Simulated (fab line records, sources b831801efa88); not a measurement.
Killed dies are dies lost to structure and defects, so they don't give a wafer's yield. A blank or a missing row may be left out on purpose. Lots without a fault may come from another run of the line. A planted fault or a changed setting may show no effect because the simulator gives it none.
Problem report in the 8D (eight disciplines) form, filled by code | flow sky130 | the parts of the form that need people (team, actions taken, sign-off) are left out

1. THE PROBLEM
chamber_pressure_mTorr at SKY_LOCAL_INTERCONNECT_STRIP_15 reads a mean of 1200.4 mTorr on 4 wafers of 2 lots; wafers without a fault read 1500.0 mTorr with a standard deviation of 1.2. That is -99 or more standard deviations from the usual mean.
The step: strips in O2/N2.
First seen on wafer L156.1, day 36 18:16, on plasma_asher-04. The record holds 36 wafers of 12 lots with a number at this step. Rule for "out", or "out of limits": more than 4 standard deviations from the usual mean. The other wafers with a number count as sound.

2. WHAT IT IS AND WHAT IT IS NOT
question                    | is                                               | is not
which readings at this step | chamber_pressure_mTorr, strip_time_to_endpoint_s | drypump_motor_current_A, oes_product_au
which lots                  | L156, L157                                       | L137, L138, L142, L144, L145, L146, L147, L158, L159, L160
which wafers of those lots  | L156.1, L156.4, L157.3, L157.5                   | L156.2, L157.6
read on which tools         | plasma_asher-04                                  | plasma_asher-02, plasma_asher-03
when                        | from day 36 18:16                                | up to then (22 sound wafers); but 10 sound wafers of L157, L158, L159, L160 came after

3. SUSPECTS, AND WHAT RULES EACH OUT
Counting: a tool at a process step up to the reading stays a suspect if it ran every lot that is out. Sound lots after the first of them don't rule it out here, since some wafers of a struck lot are sound.
- rie_si-01 at SKY_POLY_GATE_ETCH_17 (etches poly-Si in HBr/Cl2, stops on SiO2, target depth 180 nm, time 70.5 s): kept. It ran every lot that is out, first L156 (day 23 15:26); its last sound lot up to then is L147 (day 20 05:47).
- rie_diel-01 at SKY_POLY_CUT_ETCH_11 (etches Si3N4 in CF4/CH2F2/Ar, stops on poly-Si, time 42.5 s, target depth 60 nm): kept. It ran every lot that is out, first L156 (day 31 02:43); its last sound lot up to then is L137 (day 23 21:19).
- plasma_asher-04 at SKY_LOCAL_INTERCONNECT_STRIP_15 (strips in O2/N2): kept. It ran every lot that is out, first L156 (day 36 18:16); its last sound lot up to then is L146 (day 33 04:31). Its own readings are out on those wafers: chamber_pressure_mTorr, strip_time_to_endpoint_s.
- Within plasma_asher-04 at SKY_LOCAL_INTERCONNECT_STRIP_15: the wafers that are out ran in chamber 1; their sound lot-mates ran in chamber 0.
Left after counting: rie_si-01 at SKY_POLY_GATE_ETCH_17, rie_diel-01 at SKY_POLY_CUT_ETCH_11, plasma_asher-04 at SKY_LOCAL_INTERCONNECT_STRIP_15.

4. THE CAUSE (what the simulator had put in)
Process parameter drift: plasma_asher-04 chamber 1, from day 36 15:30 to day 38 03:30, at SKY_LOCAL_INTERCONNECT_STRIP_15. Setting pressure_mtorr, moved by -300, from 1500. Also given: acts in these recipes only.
Counting left 3 suspects, and this tool is among them.

5. THE CHAIN OF EFFECTS, in route order
Each row: a reading whose mean over the struck wafers that have a number lies more than 3 standard deviations from the usual. Only readings for which the record gives a usual standard deviation are gone through. hours: the time from each lot's start at the first step in this table that gives one to its start at this step, as a median over the lots. sigmas: the change in usual standard deviations.
hours | step                            | reading                  | usual        | on struck wafers | change | sigmas
0     | SKY_LOCAL_INTERCONNECT_STRIP_15 | chamber_pressure_mTorr   | 1500.0 mTorr | 1200.4           | -299.6 | -99 or more
0     | SKY_LOCAL_INTERCONNECT_STRIP_15 | strip_time_to_endpoint_s | 4.733 s      | 5.091            | +0.358 | +14
The process steps in it:
- SKY_LOCAL_INTERCONNECT_STRIP_15: strips in O2/N2.

6. WHAT WOULD HAVE CAUGHT IT SOONER
In this record the first reading out of limits was taken at day 36 18:16, 3 hours after the fault began at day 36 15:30.
